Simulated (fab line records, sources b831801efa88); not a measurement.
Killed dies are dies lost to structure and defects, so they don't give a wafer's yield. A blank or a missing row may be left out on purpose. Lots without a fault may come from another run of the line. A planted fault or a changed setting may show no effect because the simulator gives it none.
Which tool did it? | flow gf180mcu | 6 lots, 18 wafers sampled, at 3 steps of a route of 602

WHAT THE GAUGES READ, wafer by wafer
GF_MIM_THK_MEAS_06.
lot  | measured     | on            | MIM_CVD_05_THK (nm)
L707 | day 24 14:23 | film_metro-04 | 41.8 42.2 42.9
L710 | day 25 23:42 | film_metro-01 | 42.1 42.4 42.7
L713 | day 26 15:31 | film_metro-04 | 40.7 41.2 41.5
L718 | day 28 10:32 | film_metro-04 | 41.3 41.4 53.4
L722 | day 29 18:45 | film_metro-04 | 41.6 42.2 42.1
L726 | day 30 19:20 | film_metro-03 | 42.3 42.8 43.7

WHICH TOOL RAN EACH LOT (tool, then ch and the chambers of the sampled wafers, then the start)
lot  | GF_V4_SPUTTER_21             | GF_MIM_CVD_05
L707 | pvd_sputter-02, day 24 13:27 | pecvd-01 ch 1,2, day 24 14:22
L710 | pvd_sputter-04, day 25 22:44 | pecvd-01 ch 0,1,2, day 25 23:39
L713 | pvd_sputter-04, day 26 14:34 | pecvd-03 ch 0,2, day 26 15:28
L718 | pvd_sputter-04, day 28 09:35 | pecvd-01 ch 0,1,2, day 28 10:31
L722 | pvd_sputter-02, day 29 17:36 | pecvd-03 ch 0,1, day 29 18:43
L726 | pvd_sputter-01, day 30 18:23 | pecvd-02 ch 0,2, day 30 19:18
- GF_V4_SPUTTER_21: material Ti, target thk 15 nm, time 80.02 s.
- GF_MIM_CVD_05: deposits Si3N4, target thk 42 nm, time 29.086 s.

THE ANSWER, worked out from the rows above alone
Rule: what is usual is taken from the lots themselves. Put in order of their means at a reading, lots are off if they are a third of the lots or fewer, leave a main group of 4 or more, and stand apart from it by a gap of 3 or more times the standard deviation of the main group's means; of several such gaps the widest counts. A main group whose means are all the same, to the digits that the tables above print for the reading, isn't used. A lot without any number at a reading at which 4 lots or more have one is off too. The other lots that the step has rows for count as sound.
Off: L718, at GF_MIM_THK_MEAS_06 (MIM_CVD_05_THK). The main group: mean 42.1 nm, standard deviation 0.59.
A tool fits if, at a process step before that reading, it ran every lot that is off, and no sound lot after the first of them. The gauges at GF_MIM_THK_MEAS_06 are tried like those tools. Can't be told from this: 2 tools fit, pvd_sputter-04 at GF_V4_SPUTTER_21, pecvd-01 at GF_MIM_CVD_05.

WHAT THE SIMULATOR HAD PUT IN
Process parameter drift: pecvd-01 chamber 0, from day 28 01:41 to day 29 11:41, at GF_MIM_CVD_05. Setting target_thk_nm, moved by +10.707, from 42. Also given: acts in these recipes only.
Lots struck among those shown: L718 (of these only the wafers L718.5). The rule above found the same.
